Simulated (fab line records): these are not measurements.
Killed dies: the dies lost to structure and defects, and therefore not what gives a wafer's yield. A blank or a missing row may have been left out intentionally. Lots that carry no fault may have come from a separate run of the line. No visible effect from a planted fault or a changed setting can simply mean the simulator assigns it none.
fab line records    flow gf180mcu
record: lots: 6  wafers: 18  last-day: 34
route steps=602 shown MIM@509
lots with no fault: from the same line, run without faults
start-h: hours from the record's opening day to when the first of the lot's shown wafers began    wait-h: time in hours since the lot's previous step    " same as the row above    L1.1+2: several wafers, shown together as one row    - no value, or no start was given    * or withheld: withheld    < > ~ a bound
route shown NAME@n: names a module that has steps shown in the file, with the first one's number in the route    usual: mean/standard deviation taken from wafers without a fault    same: alike in all rows    chamber/n: place in a boat    sites: each site's reading    _std_site: the values' standard deviation    _edge_site: outer sites' mean less inner sites'    radius-mm: how far each site lies from the wafer's centre    mask NAME#n: copy n    behind: the most recent tool/chamber to have shaped the wafer    hold: why the lot went on hold/how many hours it stayed there/how the hold came to an end    device: the n, p or np transistor that did not switch    end of line: the route-end tests of the same wafers    a step with no rows: only its recipe    killed: count of dies lost to structure and defects at first sort (not the wafer's yield)    map: per-die view of a wafer (x killed, . not killed, _ where there is no die)
set.NAME: the run value of the setting; set.NAME@STEP: its run value at that earlier step    model.NAME: the simulator's own value behind a step, which no gauge read
lots seen at some steps along the route; tables by step, rows by wafer
services: the hour from which a tool's chamber was out of use, counted from the record's first day as start-h (under 0 if before that day), plus the number of hours and why
== steps ==
step: GF_MIM_THK_MEAS_06
recipe: reads: Si3N4_of_MIM_CVD_05
usual: MIM_CVD_05_THK: 41.9/0.54
lot.wafer  tool           chamber  start-h  wait-h  MIM_CVD_05_THK[nm]
L874.1     film-metro-01  -        635.16   0.0     42.0
L874.3     "              -        "        "       41.9
L874.6     "              -        "        "       42.2
L878.1     film-metro-02  -        660.77   0.0     41.8
L878.2     "              -        "        "       41.1
L878.4     "              -        "        "       41.8
L879.4     film-metro-02  -        668.10   0.0     42.3
L879.5     "              -        "        "       42.2
L879.6     "              -        "        "       42.1
L881.2     film-metro-03  -        680.08   0.0     41.5
L881.4     "              -        "        "       41.8
L881.6     "              -        "        "       41.5
L886.2     film-metro-01  -        712.63   0.0     41.9
L886.4     "              -        "        "       42.4
L886.6     "              -        "        "       42.5
L888.1     film-metro-03  -        724.73   0.0     42.4
L888.2     "              -        "        "       42.0
L888.5     "              -        "        "       42.5
step: GF_MIM_SPUTTER_07
recipe: material: TiN  target-thk-nm: 60  power-w: 6500  time-s: 50  chamber-pressure-pa: 0.4
usual: throttle-valve-pct: 30.0/1.2
lot.wafer  tool            chamber  start-h  wait-h  throttle-valve-pct
L874.1     pvd-sputter-04  -        635.22   0.1     28.3
L874.3     "               -        "        "       32.0
L874.6     "               -        "        "       31.0
L878.1     pvd-sputter-04  -        660.83   0.1     31.2
L878.2     "               -        "        "       28.2
L878.4     "               -        "        "       30.4
L879.4     pvd-sputter-01  -        668.13   0.0     30.8
L879.5     "               -        "        "       29.3
L879.6     "               -        "        "       31.0
L881.2     pvd-sputter-04  -        680.13   0.0     31.8
L881.4     "               -        "        "       31.1
L881.6     "               -        "        "       31.2
L886.2     pvd-sputter-02  -        712.68   0.0     28.5
L886.4     "               -        "        "       30.7
L886.6     "               -        "        "       30.7
L888.1     pvd-sputter-01  -        724.79   0.1     29.5
L888.2     "               -        "        "       29.2
L888.5     "               -        "        "       29.4
step: GF_MIM_SPUTTER_08
recipe: material: AlCu  target-thk-nm: 200  power-w: 10600  time-s: 10.6  chamber-pressure-pa: 0.4
usual: throttle-valve-pct: 30.0/1.1
lot.wafer  tool            chamber  start-h  wait-h  throttle-valve-pct
L874.1     pvd-sputter-04  -        635.26   0.0     28.6
L874.3     "               -        "        "       31.8
L874.6     "               -        "        "       30.9
L878.1     pvd-sputter-04  -        660.87   0.0     31.4
L878.2     "               -        "        "       28.5
L878.4     "               -        "        "       30.1
L879.4     pvd-sputter-01  -        668.18   0.0     31.1
L879.5     "               -        "        "       29.1
L879.6     "               -        "        "       31.1
L881.2     pvd-sputter-04  -        680.18   0.0     31.5
L881.4     "               -        "        "       31.4
L881.6     "               -        "        "       31.3
L886.2     pvd-sputter-02  -        712.73   0.0     28.4
L886.4     "               -        "        "       30.8
L886.6     "               -        "        "       30.9
L888.1     pvd-sputter-01  -        724.84   0.0     29.6
L888.2     "               -        "        "       29.0
L888.5     "               -        "        "       29.4
step: GF_MIM_SPUTTER_09
recipe: material: TiN  target-thk-nm: 35  power-w: 6500  time-s: 29.2  chamber-pressure-pa: 0.4
usual: throttle-valve-pct: 30.0/1.2
lot.wafer  tool            chamber  start-h  wait-h  throttle-valve-pct
L874.1     pvd-sputter-04  -        635.28   0.0     28.2
L874.3     "               -        "        "       32.0
L874.6     "               -        "        "       31.1
L878.1     pvd-sputter-04  -        660.89   0.0     30.9
L878.2     "               -        "        "       28.2
L878.4     "               -        "        "       30.6
L879.4     pvd-sputter-01  -        668.20   0.0     31.2
L879.5     "               -        "        "       29.1
L879.6     "               -        "        "       31.0
L881.2     pvd-sputter-04  -        680.20   0.0     31.9
L881.4     "               -        "        "       30.9
L881.6     "               -        "        "       31.2
L886.2     pvd-sputter-02  -        712.75   0.0     28.4
L886.4     "               -        "        "       30.5
L886.6     "               -        "        "       31.0
L888.1     pvd-sputter-01  -        724.86   0.0     29.6
L888.2     "               -        "        "       29.1
L888.5     "               -        "        "       29.1
step: GF_MIM_RS_MEAS_10
recipe: thk-meas-gauge: four-point-probe  reads: TiN_of_MIM_SPUTTER_09+AlCu_of_MIM_SPUTTER_08+TiN_of_MIM_SPUTTER_07
usual: MIM_ALCU_RS: 0.1610/0.0016
lot.wafer  tool           chamber  start-h  wait-h  MIM_ALCU_RS[ohm/sq]
L874.1     film-metro-03  -        635.32   0.0     0.1617
L874.3     "              -        "        "       0.1601
L874.6     "              -        "        "       0.1615
L878.1     film-metro-01  -        660.93   0.0     0.1621
L878.2     "              -        "        "       0.1620
L878.4     "              -        "        "       0.1598
L879.4     film-metro-02  -        668.29   0.1     0.1609
L879.5     "              -        "        "       0.1595
L879.6     "              -        "        "       0.1611
L881.2     film-metro-02  -        680.25   0.0     0.1604
L881.4     "              -        "        "       0.1615
L881.6     "              -        "        "       0.1614
L886.2     film-metro-03  -        712.80   0.0     0.1605
L886.4     "              -        "        "       0.1604
L886.6     "              -        "        "       0.1614
L888.1     film-metro-01  -        724.89   0.0     0.1603
L888.2     "              -        "        "       0.1613
L888.5     "              -        "        "       0.1599
step: GF_MIM_THK_MEAS_11
recipe: thk-meas-gauge: xrf  reads: AlCu_of_MIM_SPUTTER_08
usual: MIM_ALCU_THK: 200.2/2.3
lot.wafer  tool           chamber  start-h  wait-h  MIM_ALCU_THK[nm]
L874.1     film-metro-03  -        635.44   0.1     199.6
L874.3     "              -        "        "       201.7
L874.6     "              -        "        "       199.7
L878.1     film-metro-01  -        661.05   0.1     200.3
L878.2     "              -        "        "       199.4
L878.4     "              -        "        "       200.7
L879.4     film-metro-02  -        668.38   0.1     200.6
L879.5     "              -        "        "       202.1
L879.6     "              -        "        "       199.2
L881.2     film-metro-02  -        680.36   0.1     200.0
L881.4     "              -        "        "       199.1
L881.6     "              -        "        "       199.1
L886.2     film-metro-03  -        712.91   0.1     201.6
L886.4     "              -        "        "       202.2
L886.6     "              -        "        "       200.9
L888.1     film-metro-01  -        725.01   0.1     199.8
L888.2     "              -        "        "       198.5
L888.5     "              -        "        "       200.5
step: GF_MIM_DEHYDRATE_12
recipe: temp-c: 200  time-s: 60
step: GF_MIM_HMDS_13
recipe: prime-time-s: 60  prime-temp-c: 120
step: GF_MIM_COAT_14
recipe: resist: NOVOLAK  spin-rpm: 3000  resist-thk-nm: 1000
step: GF_MIM_SOFTBAKE_15
recipe: temp-c: 90  time-s: 60  resist: NOVOLAK
step: GF_MIM_EXPOSE_16
recipe: mask-id: FuseTop  target-cd-nm: 2000  na: 0.6  source-shape: conventional  sigma-outer: 0.6  dose-mj: 140
step: GF_MIM_PEB_17
recipe: temp-c: withheld  time-s: *  resist: NOVOLAK
step: GF_MIM_DEVELOP_18
recipe: develop-time-s: 60  dev-temp-c: 23
usual: chill-plate-temp-C: 22.99/0.1  develop-time-s: 60/0  resist-line-temp-C: 23.00/0.11
lot.wafer  tool            chamber  start-h  wait-h  chill-plate-temp-C  develop-time-s  resist-line-temp-C
L874.1     litho-track-02  0        654.78   0.1     23.07               60              23.07
L874.3     "               0        "        "       23.10               60              23.24
L874.6     "               0        "        "       22.90               60              23.19
L878.1     litho-track-01  -        679.67   0.1     -                   -               -
L878.2     "               -        "        "       -                   -               -
L878.4     "               -        "        "       -                   -               -
L879.4     litho-track-04  -        687.22   0.1     -                   -               -
L879.5     "               -        "        "       -                   -               -
L879.6     "               -        "        "       -                   -               -
L881.2     litho-track-04  0        698.77   0.1     23.00               60              22.80
L881.4     "               0        "        "       23.13               60              22.90
L881.6     "               0        "        "       23.02               60              22.78
L886.2     litho-track-01  0        730.80   0.1     22.90               60              22.84
L886.4     "               0        "        "       22.87               60              23.05
L886.6     "               0        "        "       22.85               60              22.92
L888.1     litho-track-01  0        741.87   0.1     22.91               60              22.95
L888.2     "               0        "        "       23.07               60              23.15
L888.5     "               0        "        "       22.95               60              23.10
step: GF_MIM_METAL_ETCH_19
recipe: chemistry: Cl2/BCl3  mask-material: NOVOLAK  stop-on: Si3N4  target-depth-nm: 324.5  pressure-mtorr: 8  icp-w: 800  bias-w: 140  Cl2_flow_sccm: 80  bcl3-flow-sccm: 40  time-s: 54.1
usual: drypump-motor-current-A: 5.6/0.56  oes-product-au: 0.940/0.0056  throttle-valve-pct: 28.285/0.011
lot.wafer  tool          chamber  start-h  wait-h  drypump-motor-current-A  oes-product-au  rf-hours-counter-h  throttle-valve-pct
L874.1     rie-metal-04  0        654.93   0.1     5.6                      0.939           4.6                 28.284
L874.3     "             0        "        "       5.6                      0.941           -                   28.286
L874.6     "             0        "        "       5.6                      0.942           -                   28.285
L878.1     rie-metal-01  0        679.82   0.1     6.2                      0.929           4.3                 28.281
L878.2     "             1        "        "       6.5                      0.937           3.3                 28.287
L878.4     "             1        "        "       6.5                      0.939           -                   28.286
L879.4     rie-metal-02  1        687.32   0.1     4.9                      0.952           -                   28.279
L879.5     "             1        "        "       4.9                      0.950           -                   28.275
L879.6     "             0        "        "       5.2                      0.944           -                   28.285
L881.2     rie-metal-02  1        698.89   0.1     4.9                      0.947           5.8                 28.288
L881.4     "             0        "        "       5.2                      0.941           -                   28.280
L881.6     "             1        "        "       4.9                      0.938           -                   28.281
L886.2     rie-metal-04  0        730.92   0.1     5.6                      0.939           7.4                 28.292
L886.4     "             0        "        "       5.6                      0.937           -                   28.293
L886.6     "             1        "        "       5.4                      0.946           -                   28.262
L888.1     rie-metal-02  1        742.02   0.1     4.9                      0.944           7.7                 28.298
L888.2     "             0        "        "       5.2                      0.935           6.8                 28.283
L888.5     "             0        "        "       5.2                      0.940           -                   28.283
== services ==
tool            chamber  start-h  hours  kind
rie-metal-01    1        644.22   11.7   repair
pvd-sputter-01  -        651.45   4.4    repair
rie-metal-04    -        667.56   1.0    repair
rie-metal-04    -        677.90   0.4    repair
pvd-sputter-04  -        712.88   0.8    repair
== key ==
first-sign: step: GF_MIM_DEVELOP_18  reading: tool-record  direction: missing
effect none on later readings
met-at GF_MIM_DEVELOP_18
struck-wafers L878.1,L878.2,L878.4,L879.4,L879.5,L879.6
later-rows-left-out L878.1,L878.2,L878.4,L879.4,L879.5,L879.6
sort-left-out L878.1,L878.2,L878.4,L879.4,L879.5,L879.6
fault: kind: skipped-step-whole  tool: litho-track-01,litho-track-04  chamber: -  onset-h: 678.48  steps: GF_MIM_DEVELOP_18  scope: struck-lots-only
sort-left-out: the simulated sort isn't trusted on such a fault, so these wafers' sort isn't shown, and their yield isn't known
later-rows-left-out: the simulator's readings of these wafers behind a module that went badly wrong aren't trusted and aren't shown, but for the sort
